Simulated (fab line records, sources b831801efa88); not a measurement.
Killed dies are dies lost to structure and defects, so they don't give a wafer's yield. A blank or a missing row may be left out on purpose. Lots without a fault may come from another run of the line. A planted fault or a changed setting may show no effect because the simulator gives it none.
Problem report in the 8D (eight disciplines) form, filled by code | flow sky130 | the parts of the form that need people (team, actions taken, sign-off) are left out

1. THE PROBLEM
VT_ADJUST_HVTR_TW at SKY_VT_ADJUST_HVTR_TW_MEAS_11 reads a mean of 222.0 on 6 wafers of 2 lots; wafers without a fault read 210.5 with a standard deviation of 2.2. That is +5.2 standard deviations from the usual mean.
First seen on wafer L824.3, day 15 10:20, on film_metro-01. The record holds 36 wafers of 12 lots with a number at this step. Rule for "out", or "out of limits": more than 4 standard deviations from the usual mean. The other wafers with a number count as sound.

2. WHAT IT IS AND WHAT IT IS NOT
question                    | is                     | is not
which readings at this step | VT_ADJUST_HVTR_TW      | -
which lots                  | L824, L825             | L805, L807, L808, L809, L810, L811, L814, L815, L817, L818
which wafers of those lots  | all that have a number | -
read on which gauges        | film_metro-01          | film_metro-03, film_metro-04
when                        | from day 15 10:20      | up to then (30 sound wafers)

3. SUSPECTS, AND WHAT RULES EACH OUT
Counting: a tool at a process step up to the reading stays a suspect if it ran every lot that is out and no sound lot after the first of them.
- the gauge at SKY_VT_ADJUST_HVTR_TW_MEAS_11: ruled out. All the wafers that are out were read on film_metro-01, but those of them that SKY_VT_ADJUST_HVTR_IMPLANT_09 has rows for are out there too, on other tools.
- implanter-02 at SKY_VT_ADJUST_HVTR_IMPLANT_09: kept. It ran every lot that is out, first L824 (day 15 10:07), and no sound lot after that; its last sound lot up to then is L817 (day 13 05:20). Its own readings are out on those wafers: beam_on_s, end_station_pressure_torr, faraday_current_uA.
Left after counting: implanter-02 at SKY_VT_ADJUST_HVTR_IMPLANT_09.

4. THE CAUSE (what the simulator had put in)
Process parameter drift: implanter-02, from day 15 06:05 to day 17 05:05, at SKY_VT_ADJUST_HVTR_IMPLANT_09. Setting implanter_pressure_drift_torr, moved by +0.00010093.
Process parameter drift: implanter-02, from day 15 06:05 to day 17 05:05, at SKY_VT_ADJUST_HVTR_IMPLANT_09. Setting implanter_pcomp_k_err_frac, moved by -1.
Counting left only this tool.

5. THE CHAIN OF EFFECTS, in route order
Each row: a reading whose mean over the struck wafers that have a number lies more than 3 standard deviations from the usual. Only readings for which the record gives a usual standard deviation are gone through. hours: the time from each lot's start at the first step in this table that gives one to its start at this step, as a median over the lots. sigmas: the change in usual standard deviations.
hours | step                          | reading                   | usual         | on struck wafers | change    | sigmas
0     | SKY_VT_ADJUST_HVTR_IMPLANT_09 | beam_on_s                 | 9.99 s        | 12.42            | +2.43     | +13
0     | SKY_VT_ADJUST_HVTR_IMPLANT_09 | end_station_pressure_torr | 5.06e-06 Torr | 1.04e-04         | +9.91e-05 | +99 or more
0     | SKY_VT_ADJUST_HVTR_IMPLANT_09 | faraday_current_uA        | 11.86         | 9.60             | -2.26     | -9.8
0     | SKY_VT_ADJUST_HVTR_TW_MEAS_11 | VT_ADJUST_HVTR_TW         | 210.5         | 222.0            | +11.5     | +5.2
The process steps in it:
- SKY_VT_ADJUST_HVTR_IMPLANT_09
Later measuring or inspecting steps at which every struck wafer that the step has a row for has a number for every such reading, and none has moved that far: SKY_CONTACT_THK_MEAS_01.

6. WHAT WOULD HAVE CAUGHT IT SOONER
In this record the first reading out of limits at a measuring or inspecting step was taken at day 15 10:20, 4 hours after the fault began at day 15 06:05.
The tool's own readings at SKY_VT_ADJUST_HVTR_IMPLANT_09 were out on every struck wafer that the step has a row for (beam_on_s, end_station_pressure_torr, faraday_current_uA): an alarm limit on them would have fired on the first of those.
Of the lots that are out (2), L825 began SKY_VT_ADJUST_HVTR_IMPLANT_09 on implanter-02 after day 15 10:20. A hold on the tool at that time would have spared it.
